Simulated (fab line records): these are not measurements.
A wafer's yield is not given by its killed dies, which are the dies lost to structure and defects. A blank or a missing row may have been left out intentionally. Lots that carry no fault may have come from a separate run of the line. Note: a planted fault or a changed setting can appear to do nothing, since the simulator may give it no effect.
Which tool is to blame?    flow sky130    Sampling: 12 lots, 36 wafers, 3 of 708 route steps

== WHAT EACH GAUGE READ, for each wafer ==
SKY_METAL3_CD_MEAS_13: the cd target is 300 nm. Usual: cd nm 300.3 nm, standard deviation 1.4.
lot   measured      on         cd nm (nm)         flag
L244  day 38 21:05  cd sem-02  303.7 302.0 302.2  
L245  day 38 21:11  cd sem-02  300.0 302.3 301.0  
L246  day 39 07:01  cd sem-01  301.2 301.1 302.3  
L247  day 39 07:15  cd sem-02  300.6 299.9 299.7  
L248  day 40 00:40  cd sem-02  300.5 299.4 299.8  
L251  day 40 14:01  cd sem-02  301.2 299.9 300.8  
L250  day 40 15:11  cd sem-02  300.9 301.1 300.5  
L253  day 41 00:19  cd sem-02  295.7 298.4 298.8  
L258  day 42 07:38  cd sem-01  300.8 300.5 300.8  
L261  day 43 15:23  cd sem-01  300.4 299.0 299.8  
L262  day 43 21:22  cd sem-02  299.8 300.5 300.9  
L264  day 44 00:22  cd sem-02  300.3 301.3 299.2  

== WHICH TOOL RAN EACH LOT (tool, then ch and the chambers of the sampled wafers, then the start) ==
lot   SKY_CAPM_METAL_ETCH_13             SKY_CAPM_STRIP_14
L244  rie metal-02 ch 0,1, day 37 18:35  plasma asher-01 ch 0,1, day 37 18:40
L245  rie metal-03 ch 0,1, day 37 18:43  plasma asher-04 ch 0,1, day 37 18:47
L246  rie metal-01 ch 0,1, day 38 04:44  plasma asher-04 ch 0,1, day 38 04:49
L247  rie metal-03 ch 0,1, day 38 05:25  plasma asher-01 ch 0,1, day 38 05:31
L248  rie metal-03 ch 0,1, day 38 23:06  plasma asher-02 ch 0,1, day 38 23:11
L251  rie metal-01 ch 1, day 39 12:12    plasma asher-04 ch 0, day 39 12:21
L250  rie metal-02 ch 0,1, day 39 14:04  plasma asher-01 ch 0,1, day 39 14:08
L253  rie metal-03 ch 0,1, day 40 00:14  plasma asher-01 ch 0,1, day 40 00:19
L258  rie metal-03 ch 0,1, day 41 08:16  plasma asher-04 ch 1, day 41 08:20
L261  rie metal-03 ch 1, day 42 16:15    plasma asher-02 ch 0,1, day 42 16:20
L262  rie metal-02 ch 0, day 42 21:30    plasma asher-02 ch 0,1, day 42 21:39
L264  rie metal-02 ch 0,1, day 43 01:09  plasma asher-01 ch 0,1, day 43 01:14
- SKY_CAPM_METAL_ETCH_13: etches TiN in Cl2/BCl3, stops on SiO2, target depth 220 nm, time 62.9 s.
- SKY_CAPM_STRIP_14: strips in O2/N2.

== AS READ BY THE TOOLS THEMSELVES (means over the sampled wafers that have a number; for cases with no such wafer, the mark the record gives instead) ==
SKY_CAPM_METAL_ETCH_13. Usual: drypump motor current A 5.9 A, standard deviation 0.35; oes product au 0.940 a.u., standard deviation 0.0073; throttle valve pct 21.902 %, standard deviation 0.0095.
lot   tool          drypump motor current A (A)  oes product au (a.u.)  throttle valve pct (%)  flag
L244  rie metal-02  6.2                          0.934                  21.905                  
L245  rie metal-03  5.5                          0.929                  21.903                  
L246  rie metal-01  6.1                          0.938                  21.900                  
L247  rie metal-03  5.5                          0.938                  21.908                  
L248  rie metal-03  5.5                          0.930                  21.903                  
L251  rie metal-01  6.3                          0.951                  21.899                  
L250  rie metal-02  6.2                          0.940                  21.904                  
L253  rie metal-03  5.5                          0.950                  21.901                  
L258  rie metal-03  5.5                          0.935                  21.908                  
L261  rie metal-03  5.4                          0.942                  21.900                  
L262  rie metal-02  6.2                          0.941                  21.896                  
L264  rie metal-02  6.1                          0.935                  21.918                  

SKY_CAPM_STRIP_14. Usual: drypump motor current A 5.21 A, standard deviation 0.25; oes product au 0.710 a.u., standard deviation 0.005; strip time to endpoint s 12.68 s, standard deviation 0.041.
lot   tool             drypump motor current A (A)  oes product au (a.u.)  strip time to endpoint s (s)  flag
L244  plasma asher-01  5.05                         0.716                  12.67                         
L245  plasma asher-04  5.30                         0.706                  12.68                         
L246  plasma asher-04  5.29                         0.709                  12.66                         
L247  plasma asher-01  5.07                         0.716                  12.72                         
L248  plasma asher-02  5.42                         0.712                  12.63                         
L251  plasma asher-04  5.11                         0.712                  12.61                         
L250  plasma asher-01  5.03                         0.715                  12.66                         
L253  plasma asher-01  5.03                         0.716                  12.67                         
L258  plasma asher-04  5.39                         0.707                  12.65                         
L261  plasma asher-02  5.18                         0.713                  12.72                         
L262  plasma asher-02  5.43                         0.710                  12.72                         
L264  plasma asher-01  5.06                         0.705                  12.69                         

== THE ANSWER, worked out from the rows above alone ==
Rule: a lot is off if the mean of its wafers that have a number lies more than 3 standard deviations from the usual mean. A lot without any number at a reading at which 4 lots or more have one is off too. The other lots that the step has rows for count as sound. First the gauges in route order, then the tools' own readings, where a lot's mean is used as printed above. The first step at which some lot is off is used, and at that step the reading that is off furthest; a lot without a number counts as furthest.
None of the lots is off at any reading shown; this tells nothing.

== WHAT THE SIMULATOR HAD INSERTED ==
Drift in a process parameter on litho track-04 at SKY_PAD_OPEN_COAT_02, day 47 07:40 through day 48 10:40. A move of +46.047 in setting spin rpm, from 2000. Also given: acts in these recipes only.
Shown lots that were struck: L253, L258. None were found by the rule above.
